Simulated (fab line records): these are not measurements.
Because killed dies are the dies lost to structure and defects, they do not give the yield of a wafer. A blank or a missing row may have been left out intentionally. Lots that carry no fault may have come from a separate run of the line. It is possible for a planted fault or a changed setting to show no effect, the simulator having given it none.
fab line records | flow sfq-line
record: lots: 6 wafers: 18 last-day: 89
route steps=325 shown M6@262 I6@266
lots that met no fault: taken from a fault-free run of the same line
start-h: start of the lot's first displayed wafer, in hours after the record's first day | wait-h: hours since the lot's step before | " unchanged from the row above | L1.1+2: a row that stands for several wafers | - no value, or no start was given | * or withheld: withheld | < > ~ a bound
route shown NAME@n: NAME is a module with steps in the file, n the number in the route of the first one | usual: mean and standard deviation over wafers with no fault | same: alike in all rows | chamber/n: place in a boat | sites: readings site by site | _std_site: standard deviation of those values | _edge_site: mean of outer sites minus mean of inner sites | radius-mm: how far each site lies from the wafer's centre | mask NAME#n: copy n | behind: tool/chamber where the wafer was last shaped | hold: reason for holding the lot/hours on hold/outcome of the hold | device: whichever transistor did not switch (one of n, p or np) | end of line: the same wafers' tests at the end of the route | step lacking rows: just its recipe | killed: not the wafer's yield, but the dies lost to structure and defects at the first sort | map: shows each die of a wafer: x if killed, . if not, _ if none is there
set.NAME: setting as actually run; set.NAME@STEP: the setting as run at that earlier step | model.NAME: the simulator's own value behind a step, which no gauge read
a table for each step, a row for each wafer; lots at some steps of the route
services: when a tool's chamber went out of use (start-h, in hours from the record's first day, below 0 if earlier), for how many hours, and the reason
== steps ==
step: SFQ_TRILAYER_M6_BARC_OPEN_METAL_ETCH_206
recipe: mask-material: PR chemistry: O2 target-depth-nm: 125 target: BARC icp-w: 600 bias-w: 80 pressure-mtorr: 10 time-s: 41.7
usual: drypump-motor-current-A: 5.49/0.27 oes-product-au: 0.685/0.0049 rf-fwd-power-W: 592.6/2.6
columns lot.wafer tool chamber start-h wait-h drypump-motor-current-A oes-product-au rf-fwd-power-W rf-hours-counter-h
L922.3 rie-metal-01 1 1596.25 0.0 5.60 0.681 594.5 -
L922.4 " 0 " " 5.42 0.690 594.4 -
L922.5 " 0 " " 5.38 0.688 594.6 -
L926.1 rie-metal-01 1 1613.26 0.0 5.67 0.683 595.4 98
L926.2 " 0 " " 5.41 0.689 594.6 10
L926.5 " 1 " " 5.65 0.690 594.8 -
L939.2 rie-metal-02 1 1878.14 0.0 5.79 0.679 593.9 5
L939.3 " 0 " " 5.21 0.683 590.7 -
L939.6 " 1 " " 5.80 0.688 595.5 -
L943.2 rie-metal-03 0 1900.81 0.0 5.14 0.690 591.2 -
L943.4 " 0 " " 5.13 0.682 594.9 -
L943.5 " 0 " " 5.18 0.690 592.9 -
L944.2 rie-metal-01 0 1910.99 0.0 5.40 0.687 594.0 49
L944.5 " 0 " " 5.37 0.688 596.4 -
L944.6 " 1 " " 5.62 0.679 592.1 -
L945.1 rie-metal-02 0 1912.19 0.0 5.23 0.682 588.0 25
L945.3 " 0 " " 5.21 0.683 588.2 -
L945.6 " 0 " " 5.23 0.687 589.1 -
step: SFQ_TRILAYER_M6_ETCH_METAL_ETCH_162
recipe: target: Nb stop-on: SiO2 mask-material: PR chemistry: Cl2/Ar target-depth-nm: 240 icp-w: 600 bias-w: 80 pressure-mtorr: 10 time-s: 120
step: SFQ_TRILAYER_M6_STRIP_STRIP_163
recipe: gas: O2 power-w: 200 platen-temp-c: 40 overash-fraction: 0.65 chemistry: O2 pressure-mtorr: 50
usual: drypump-motor-current-A: 5.49/0.27 oes-product-au: 1.002/0.0081
columns lot.wafer tool chamber start-h wait-h drypump-motor-current-A oes-product-au rf-hours-counter-h
L922.3 rie-metal-01 1 1596.61 0.2 5.64 1.003 -
L922.4 " 0 " " 5.40 0.991 -
L922.5 " 0 " " 5.37 1.004 -
L926.1 rie-metal-01 1 1613.45 0.1 5.55 1.007 98
L926.2 " 0 " " 5.41 1.001 10
L926.5 " 1 " " 5.58 1.001 -
L939.2 rie-metal-02 1 1878.33 0.1 5.81 0.999 5
L939.3 " 0 " " 5.20 0.997 -
L939.6 " 1 " " 5.83 0.993 -
L943.2 rie-metal-03 0 1901.36 0.4 5.15 1.018 -
L943.4 " 0 " " 5.14 1.013 -
L943.5 " 0 " " 5.14 1.016 -
L944.2 rie-metal-01 0 1911.18 0.1 5.40 0.999 49
L944.5 " 0 " " 5.41 1.000 -
L944.6 " 1 " " 5.58 1.014 -
L945.1 rie-metal-02 0 1912.38 0.1 5.20 1.000 25
L945.3 " 0 " " 5.21 1.002 -
L945.6 " 0 " " 5.21 1.000 -
step: SFQ_TRILAYER_M6_STRIP_SOLV_CLEAN_164
recipe: chemistry: NMP temp-c: 70 time-s: 600
step: SFQ_TRILAYER_I6_DEP_PECVD_165
recipe: material: SiO2 temp-c: 150 time-s: 111.11 pressure-torr: 2.4 rf-w: 183.3 precursor: SiH4/N2O target-thk-nm: 500
usual: chamber-pressure-Torr: 2.400/0.0054 heater-power-w: 87/17 rf-fwd-power-W: 182.5/0.59 showerhead-vpp-V: 836/25 throttle-valve-pct: 24.7/1.6
columns lot.wafer tool chamber start-h wait-h chamber-pressure-Torr heater-power-w rf-fwd-power-W showerhead-vpp-V throttle-valve-pct
L922.3 pecvd-01 0 1597.20 0.0 2.397 106 182.8 834 24.9
L922.4 " 1 " " 2.401 78 181.9 885 24.5
L922.5 " 0 " " 2.402 107 182.1 845 25.0
L926.1 pecvd-01 2 1614.24 0.0 2.396 77 182.3 789 23.8
L926.2 " 1 " " 2.407 71 182.2 883 24.5
L926.5 " 1 " " 2.409 74 181.3 886 24.4
L939.2 pecvd-01 1 1879.10 0.0 2.405 74 181.8 877 23.7
L939.3 " 0 " " 2.396 96 182.2 831 23.4
L939.6 " 2 " " 2.403 85 181.1 800 23.5
L943.2 pecvd-03 2 1902.54 0.0 2.400 117 182.1 846 25.3
L943.4 " 0 " " 2.389 81 183.2 836 23.0
L943.5 " 1 " " 2.402 70 183.2 797 24.3
L944.2 pecvd-02 0 1911.95 0.0 2.410 87 182.3 866 28.2
L944.5 " 2 " " 2.397 91 182.7 846 26.6
L944.6 " 0 " " 2.405 90 181.5 829 28.2
L945.1 pecvd-01 2 1913.17 0.0 2.401 69 183.0 793 23.3
L945.3 " 0 " " 2.397 104 183.2 831 23.1
L945.6 " 1 " " 2.401 67 182.1 880 23.8
step: SFQ_TRILAYER_I6_CMP_CMP_166
recipe: material: SiO2 down-force-psi: 3 platen-rpm: 60 pad-velocity-m-s: 0.94248
usual: motor-current-A: 10.2/0.88 time-to-endpoint-s: 216/8.7
columns lot.wafer tool chamber start-h wait-h motor-current-A time-to-endpoint-s
L922.4 cmp-02 0 1598.37 1.1 10.0 224
L922.3 " 1 " " 10.1 215
L922.5 " 3 1599.87 2.6 11.6 226
L926.1 cmp-02 3 1614.85 0.6 12.4 225
L926.2 " 0 " " 9.1 221
L926.5 " 3 1616.85 2.5 11.5 229
L939.2 cmp-02 0 1879.18 0.0 9.8 214
L939.3 " 2 1880.18 1.0 9.5 194
L939.6 " 0 1881.18 2.0 10.1 213
L943.2 cmp-01 2 1902.62 0.0 10.3 203
L943.4 " 1 1904.12 1.5 11.0 227
L943.5 " 3 1905.12 2.5 11.1 216
L944.2 cmp-01 0 1912.03 0.0 8.7 220
L944.5 " 0 1914.03 2.0 9.1 215
L944.6 " 1 " " 10.7 231
L945.1 cmp-02 3 1913.85 0.6 12.1 219
L945.3 " 0 " " 10.0 204
L945.6 " 3 1915.85 2.6 11.3 213
step: SFQ_I6_BOW_MEAS_941
recipe: mode: bow
usual: I6_BOW: 4/9.2
columns lot.wafer tool chamber start-h wait-h I6_BOW[um]
L922.3 film-metro-01 - 1600.91 1.5 20
L922.4 " - " " 18
L922.5 " - " " 16
L926.1 film-metro-02 - 1617.35 2.0 -2
L926.2 " - " " 3
L926.5 " - " " -6
L939.2 film-metro-04 - 1882.20 2.5 4
L939.3 " - " " -1
L939.6 " - " " 4
L943.2 film-metro-04 - 1905.64 2.5 7
L943.4 " - " " -7
L943.5 " - " " 8
L944.2 film-metro-01 - 1915.05 2.5 -6
L944.5 " - " " 10
L944.6 " - " " -2
L945.1 film-metro-04 - 1916.85 2.5 0
L945.3 " - " " -5
L945.6 " - " " -10
step: SFQ_TRILAYER_I6_METRO_MEASURE_167
usual: thk-nm: 200.0/1.2
columns lot.wafer tool chamber start-h wait-h thk-nm
L922.3 film-metro-01 - 1601.39 0.5 199.6
L922.4 " - " " 200.9
L922.5 " - " " 200.4
L926.1 film-metro-02 - 1617.47 0.1 200.0
L926.2 " - " " 199.8
L926.5 " - " " 201.3
L939.2 film-metro-04 - 1882.50 0.3 200.0
L939.3 " - " " 199.3
L939.6 " - " " 199.5
L943.2 film-metro-04 - 1905.94 0.3 198.5
L943.4 " - " " 199.8
L943.5 " - " " 196.9
L944.2 film-metro-01 - 1915.35 0.3 199.9
L944.5 " - " " 200.5
L944.6 " - " " 201.5
L945.1 film-metro-04 - 1916.97 0.1 197.8
L945.3 " - " " 197.7
L945.6 " - " " 199.6
step: SFQ_TRILAYER_I6_VIA_LITHO_COAT_174
recipe: resist: BARC spin-rpm: 3000 resist-thk-nm: 62
step: SFQ_TRILAYER_I6_VIA_LITHO_COAT_169
recipe: resist: KrF spin-rpm: 3000 resist-thk-nm: 650
step: SFQ_TRILAYER_I6_VIA_LITHO_SOFTBAKE_173
recipe: temp-c: withheld time-s: withheld resist: KrF
step: SFQ_TRILAYER_I6_VIA_LITHO_EXPOSE_170
recipe: mask-id: I6 na: 0.6 source-shape: conventional sigma-outer: 0.65 target-cd-nm: 700 dose-mj: 21.3
step: SFQ_TRILAYER_I6_VIA_LITHO_PEB_172
recipe: peb-temp-c: 115 peb-time-s: 60 resist: KrF
usual: heater-power-total-W: 79.15/0.069 resist-line-temp-C: 23.01/0.11
columns lot.wafer tool chamber start-h wait-h heater-power-total-W resist-line-temp-C
L922.3 litho-track-01 0 1604.31 0.7 79.21 22.81
L922.4 " 0 " " 79.07 22.98
L922.5 " 0 " " 79.13 23.06
L926.1 litho-track-04 0 1626.10 1.0 79.19 23.06
L926.2 " 0 " " 79.18 23.06
L926.5 " 0 " " 79.19 23.06
L939.2 litho-track-01 0 1988.32 0.8 79.15 23.15
L939.3 " 0 " " 78.97 22.89
L939.6 " 0 " " 79.14 23.05
L943.2 litho-track-01 0 2010.47 0.8 79.17 23.18
L943.4 " 0 " " 79.13 22.98
L943.5 " 0 " " 79.05 23.30
L944.2 litho-track-04 0 2017.17 0.8 79.19 22.94
L944.5 " 0 " " 79.17 22.96
L944.6 " 0 " " 79.07 22.93
L945.1 litho-track-04 0 2018.35 1.0 79.04 22.83
L945.3 " 0 " " 79.12 22.92
L945.6 " 0 " " 79.16 23.05
step: SFQ_TRILAYER_I6_VIA_LITHO_DEVELOP_171
recipe: time-s: 60 resist: KrF
step: SFQ_I6_OVL_MEAS_942
usual: I6_OVL: -1/5.6
columns lot.wafer tool chamber start-h wait-h I6_OVL[nm]
L922.3 overlay-02 - 1604.57 0.1 14
L922.4 " - " " 12
L922.5 " - " " -1
L926.1 overlay-01 - 1626.40 0.1 0
L926.2 " - " " -5
L926.5 " - " " 2
L939.2 overlay-02 - 1988.60 0.1 -5
L939.3 " - " " -5
L939.6 " - " " -1
L943.2 overlay-01 - 2010.75 0.1 -5
L943.4 " - " " 1
L943.5 " - " " -5
L944.2 overlay-01 - 2017.46 0.1 -1
L944.5 " - " " 0
L944.6 " - " " -1
L945.1 overlay-01 - 2018.65 0.1 2
L945.3 " - " " 1
L945.6 " - " " -2
step: SFQ_TRILAYER_I6_VIA_BARC_OPEN_VIA_ETCH_235
recipe: mask-material: PR chemistry: O2 target-depth-nm: 125 target: BARC source-w: 500 bias-w: 80 pressure-mtorr: 30 time-s: 41.7
usual: drypump-motor-current-A: 5.9/0.49 oes-product-au: 0.685/0.0047 rf-fwd-power-W: 494.9/2.3
columns lot.wafer tool chamber start-h wait-h drypump-motor-current-A oes-product-au rf-fwd-power-W rf-hours-counter-h model.I6.cd-nm
L922.3 rie-diel-04 1 1604.60 0.0 5.2 0.687 496.6 18 699.7
L922.4 " 3 " " 6.7 0.681 492.5 14 698.6
L922.5 " 1 " " 5.2 0.687 494.8 - 700.1
L926.1 rie-diel-04 0 1626.43 0.0 6.3 0.693 491.8 13 697.3
L926.2 " 2 " " 6.4 0.679 495.2 10 699.4
L926.5 " 3 " " 6.7 0.681 493.4 - 698.8
L939.2 rie-diel-04 1 1988.63 0.0 5.2 0.695 499.7 2 724.3
L939.3 " 0 " " 6.3 0.687 490.3 16 722
L939.6 " 1 " " 5.2 0.685 498.1 - 724.9
L943.2 rie-diel-02 2 2010.78 0.0 6.1 0.686 496.7 16 722.9
L943.4 " 1 " " 6.3 0.692 495.0 - 721
L943.5 " 0 " " 6.1 0.686 499.0 - 723
L944.2 rie-diel-02 2 2017.49 0.0 6.0 0.698 493.7 17 701
L944.5 " 1 " " 6.3 0.688 496.3 - 699.9
L944.6 " 0 " " 6.1 0.679 497.0 - 701.7
L945.1 rie-diel-01 0 2018.69 0.0 6.0 0.684 494.8 16 697.8
L945.3 " 2 " " 5.8 0.681 491.5 4 699.8
L945.6 " 0 " " 6.0 0.691 497.9 - 697.5
step: SFQ_TRILAYER_I6_VIA_ETCH_VIA_ETCH_172
recipe: target: SiO2 stop-on: Nb mask-material: PR taper-deg: 20 chemistry: CHF3 target-depth-nm: 260 source-w: 500 bias-w: 80 pressure-mtorr: 30 time-s: withheld
usual: drypump-motor-current-A: 5.9/0.49 oes-product-au: 0.854/0.0056 rf-fwd-power-W: 498.1/1.7
columns lot.wafer tool chamber start-h wait-h drypump-motor-current-A oes-product-au rf-fwd-power-W model.I6.cd-nm
L922.3 rie-diel-04 1 1604.64 0.0 5.2 0.856 498.3 699
L922.4 " 3 " " 6.7 0.856 497.0 698.6
L922.5 " 1 " " 5.2 0.848 498.7 699.4
L926.1 rie-diel-04 0 1626.47 0.0 6.3 0.849 496.5 695.9
L926.2 " 2 " " 6.4 0.865 498.3 702.9
L926.5 " 3 " " 6.7 0.855 500.2 698.1
L939.2 rie-diel-04 1 1988.67 0.0 5.2 0.854 499.0 722.8
L939.3 " 0 " " 6.3 0.850 497.4 721.6
L939.6 " 1 " " 5.2 0.846 499.2 723.8
L943.2 rie-diel-02 2 2010.82 0.0 6.0 0.854 496.9 723.6
L943.4 " 1 " " 6.3 0.849 496.5 721.4
L943.5 " 0 " " 6.1 0.846 499.0 725.4
L944.2 rie-diel-02 2 2017.52 0.0 6.0 0.855 495.5 700.7
L944.5 " 1 " " 6.3 0.844 498.1 699.1
L944.6 " 0 " " 6.1 0.863 498.8 702.9
L945.1 rie-diel-01 0 2018.72 0.0 6.0 0.851 498.3 695.6
L945.3 " 2 " " 5.8 0.852 495.6 699.4
L945.6 " 0 " " 6.0 0.852 497.6 695.4
step: SFQ_TRILAYER_I6_VIA_STRIP_STRIP_173
recipe: gas: O2 power-w: 200 platen-temp-c: 40 overash-fraction: 0.65 chemistry: O2 pressure-mtorr: 50
== services ==
columns tool chamber start-h hours kind
rie-metal-02 - 1576.83 2.8 pm
cmp-02 - 1579.87 13.8 pm
rie-diel-04 2 1591.38 11.5 repair
cmp-02 - 1593.75 1.0 repair
pecvd-01 - 1608.16 2.2 repair
rie-diel-02 3 1649.12 19.0 repair
rie-diel-02 2 1654.69 4.4 repair
cmp-02 - 1677.70 1.0 repair
rie-diel-04 - 1681.95 2.6 repair
pecvd-01 - 1686.25 14.0 pm
cmp-02 - 1700.05 3.7 pm
cmp-02 - 1703.40 1.2 repair
rie-metal-01 - 1709.91 10.0 pm
rie-diel-04 - 1724.23 9.1 repair
cmp-02 - 1746.16 3.5 repair
cmp-02 - 1748.47 1.9 repair
rie-diel-04 - 1753.84 0.6 repair
rie-diel-04 - 1760.24 2.8 pm
pecvd-01 2 1764.33 18.2 repair
rie-metal-01 - 1854.36 0.3 repair
rie-diel-04 1 1872.43 1.4 repair
rie-metal-01 - 1917.26 1.4 pm
rie-diel-04 2 1921.08 5.2 repair
rie-diel-04 - 2009.89 14.6 pm
== key ==
first-sign none at tools or gauges
model-effect: step: SFQ_TRILAYER_I6_VIA_BARC_OPEN_VIA_ETCH_235 value: I6.cd-nm without: 698.7 struck: 723
model-effect: step: SFQ_TRILAYER_I6_VIA_ETCH_VIA_ETCH_172 value: I6.cd-nm without: 698.8 struck: 723.1
met-at SFQ_TRILAYER_I6_VIA_LITHO_PEB_172
struck-wafers L939.2,L939.3,L939.6,L943.2,L943.4,L943.5
onset-between 1604.31 1988.32
fault: kind: process-parameter-drift tool: litho-track-01 chamber: - onset-h: 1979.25 steps: SFQ_TRILAYER_I6_VIA_LITHO_PEB_172 channel: peb-time-s offset: * shape: step end-h: 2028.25 acts-in: * stated: *
